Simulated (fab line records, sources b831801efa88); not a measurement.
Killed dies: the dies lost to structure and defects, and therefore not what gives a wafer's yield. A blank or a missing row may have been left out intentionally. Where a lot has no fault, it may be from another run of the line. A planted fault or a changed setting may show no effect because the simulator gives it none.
Which tool was responsible? | flow gf180mcu | 36 wafers from 13 lots sampled at 5 of the route's 602 steps

== WHAT THE GAUGES SHOWED, per wafer ==
GF_M3_OVL_MEAS_15. Usual: for M3_OVL the level is 5 nm and the standard deviation is 5.1.
lot  | measured     | on         | M3_OVL (nm) | flag
L157 | day 21 20:11 | overlay-02 | 3 6 9       |
L159 | day 22 09:35 | overlay-02 | 0 10 2      |
L160 | day 22 17:54 | overlay-01 | 0 3 5       |
L161 | day 23 13:08 | overlay-02 | 7 8 11      |
L164 | day 24 01:07 | overlay-01 | 11 12 16    |
L168 | day 25 15:07 | overlay-01 | 1 -11       |
L169 | day 26 02:02 | overlay-01 | 2 1         |
L170 | day 26 08:30 | overlay-01 | 3 11        |
L173 | day 27 03:02 | overlay-02 | 11 2 11     |
L176 | day 28 04:50 | overlay-02 | -4 2 8      |
L178 | day 28 14:18 | overlay-01 | 6 1 11      |
L177 | day 28 15:53 | overlay-01 | 6 10 6      |
L179 | day 28 21:14 | overlay-02 | 7 11 12     |

GF_V3_CD_MEAS_14 targets a cd of 260 nm. Usual: 260.0 nm for cd nm, sd 1.3.
lot  | measured     | on        | cd nm (nm)        | flag
L157 | day 22 20:58 | cd sem-02 | 258.9 260.2 259.3 |
L159 | day 23 09:34 | cd sem-02 | 259.4 260.1 259.0 |
L160 | day 23 17:48 | cd sem-01 | 261.7 261.7 262.2 |
L161 | day 24 12:41 | cd sem-01 | 259.7 259.7 259.1 |
L164 | day 25 00:01 | cd sem-01 | 263.2 262.5 262.8 |
L168 | day 26 14:02 | cd sem-02 | 260.9 260.9       |
L169 | day 27 00:13 | cd sem-02 | 260.6 261.6       |
L170 | day 27 06:07 | cd sem-02 | 258.2 258.1       |
L173 | day 28 00:49 | cd sem-01 | 257.6 259.2 259.1 |
L176 | day 29 02:09 | cd sem-02 | 260.2 259.6 258.6 |
L178 | day 29 10:43 | cd sem-02 | 258.8 258.0 258.9 |
L177 | day 29 12:39 | cd sem-02 | 259.4 260.3 260.1 |
L179 | day 29 17:09 | cd sem-01 | 259.4 260.4 260.5 |

GF_MIM_THK_MEAS_06. Usual: for MIM_CVD_05_THK the level is 41.8 nm and the standard deviation is 0.55.
lot  | measured     | on            | MIM_CVD_05_THK (nm) | flag
L157 | day 24 21:04 | film metro-02 | 41.6 42.3 42.1      |
L159 | day 25 10:23 | film metro-03 | 41.7 42.0 42.5      |
L160 | day 25 17:55 | film metro-02 | 41.1 41.8 41.8      |
L161 | day 26 12:15 | film metro-02 | 41.1 41.9 41.9      |
L164 | day 26 23:18 | film metro-01 | 41.4 41.9 41.9      |
L168 | day 28 11:17 | film metro-03 | 42.3 46.3 42.3 46.4 | OFF
L169 | day 28 20:38 | film metro-02 | 45.7 42.2 45.7 42.2 | OFF
L170 | day 29 02:51 | film metro-02 | 42.6 46.6 42.6 46.6 | OFF
L173 | day 29 20:26 | film metro-03 | 41.5 41.6 42.2      |
L176 | day 30 20:39 | film metro-02 | 41.1 42.3 41.4      |
L178 | day 31 05:20 | film metro-01 | 42.3 42.3 42.5      |
L177 | day 31 06:02 | film metro-03 | 42.0 42.2 42.1      |
L179 | day 31 10:51 | film metro-03 | 40.9 41.7 41.6      |

== WHAT TOOL EACH LOT RAN ON (gives the tool, then ch and the chambers of the sampled wafers, and finally the start) ==
lot  | GF_V3_SPUTTER_22             | GF_MIM_CVD_05
L157 | pvd sputter-01, day 22 21:49 | pecvd-03 ch 0,2, day 24 21:01
L159 | pvd sputter-04, day 23 10:27 | pecvd-03 ch 0,1,2, day 25 10:21
L160 | pvd sputter-04, day 23 18:45 | pecvd-03 ch 0,1,2, day 25 17:52
L161 | pvd sputter-01, day 24 13:37 | pecvd-04 ch 1,2, day 26 12:13
L164 | pvd sputter-04, day 25 00:54 | pecvd-03 ch 1,2, day 26 23:16
L168 | pvd sputter-01, day 26 14:52 | pecvd-03 ch 0,1, day 28 11:14
L169 | pvd sputter-02, day 27 01:04 | pecvd-03 ch 1,2, day 28 20:35
L170 | pvd sputter-01, day 27 06:56 | pecvd-03 ch 1,2, day 29 02:49
L173 | pvd sputter-01, day 28 01:45 | pecvd-01 ch 0,2, day 29 20:25
L176 | pvd sputter-02, day 29 02:59 | pecvd-04 ch 0,1, day 30 20:36
L178 | pvd sputter-04, day 29 11:38 | pecvd-01 ch 0,2, day 31 05:18
L177 | pvd sputter-04, day 29 13:31 | pecvd-04 ch 1,2, day 31 06:00
L179 | pvd sputter-04, day 29 18:01 | pecvd-03 ch 0,1,2, day 31 10:49
- GF_V3_SPUTTER_22: material TiN, target thk 10 nm, time 40 s.
- GF_MIM_CVD_05: deposits Si3N4, target thk 42 nm, time 29.086 s.

== AS READ BY THE TOOLS THEMSELVES (means over the sampled wafers that have a number; for cases with no such wafer, the mark the record gives instead) ==
GF_V3_SPUTTER_22. Usual: 30.7 % for throttle valve pct, sd 0.62.
lot  | tool           | throttle valve pct (%) | flag
L157 | pvd sputter-01 | 31.1                   |
L159 | pvd sputter-04 | 30.9                   |
L160 | pvd sputter-04 | 31.1                   |
L161 | pvd sputter-01 | 29.9                   |
L164 | pvd sputter-04 | 30.8                   |
L168 | pvd sputter-01 | 30.7                   |
L169 | pvd sputter-02 | 30.1                   |
L170 | pvd sputter-01 | 30.4                   |
L173 | pvd sputter-01 | 30.7                   |
L176 | pvd sputter-02 | 30.0                   |
L178 | pvd sputter-04 | 31.0                   |
L177 | pvd sputter-04 | 31.0                   |
L179 | pvd sputter-04 | 31.0                   |

GF_MIM_CVD_05. Usual: 607 W for heater power w, sd 120.
lot  | tool     | heater power w (W) | flag
L157 | pecvd-03 | 591                |
L159 | pecvd-03 | 524                |
L160 | pecvd-03 | 525                |
L161 | pecvd-04 | 624                |
L164 | pecvd-03 | 508                |
L168 | pecvd-03 | 490                |
L169 | pecvd-03 | 516                |
L170 | pecvd-03 | 601                |
L173 | pecvd-01 | 796                |
L176 | pecvd-04 | 638                |
L178 | pecvd-01 | 710                |
L177 | pecvd-04 | 692                |
L179 | pecvd-03 | 545                |

== THE ANSWER, worked out from the rows above alone ==
Rule: lot off if the mean of its wafers having a number is beyond 3 standard deviations from the usual mean. A lot without any number at a reading at which 4 lots or more have one is off too. All remaining lots with rows at the step are treated as sound. The gauges are gone through in route order, then the tools' own readings, and for those a lot's mean is taken as printed above. At the first step where some lot is off, the reading lying furthest off is the one used; lots without a number count as furthest.
Off: L168, L169, L170, at GF_MIM_THK_MEAS_06 (MIM_CVD_05_THK).
A tool fits if, at a process step before that reading, it ran every lot that is off, and no sound lot after the first of them. Gauges at GF_MIM_THK_MEAS_06: tried the same way as those tools. None of those tried fits.

== WHAT THE SIMULATOR PUT IN ==
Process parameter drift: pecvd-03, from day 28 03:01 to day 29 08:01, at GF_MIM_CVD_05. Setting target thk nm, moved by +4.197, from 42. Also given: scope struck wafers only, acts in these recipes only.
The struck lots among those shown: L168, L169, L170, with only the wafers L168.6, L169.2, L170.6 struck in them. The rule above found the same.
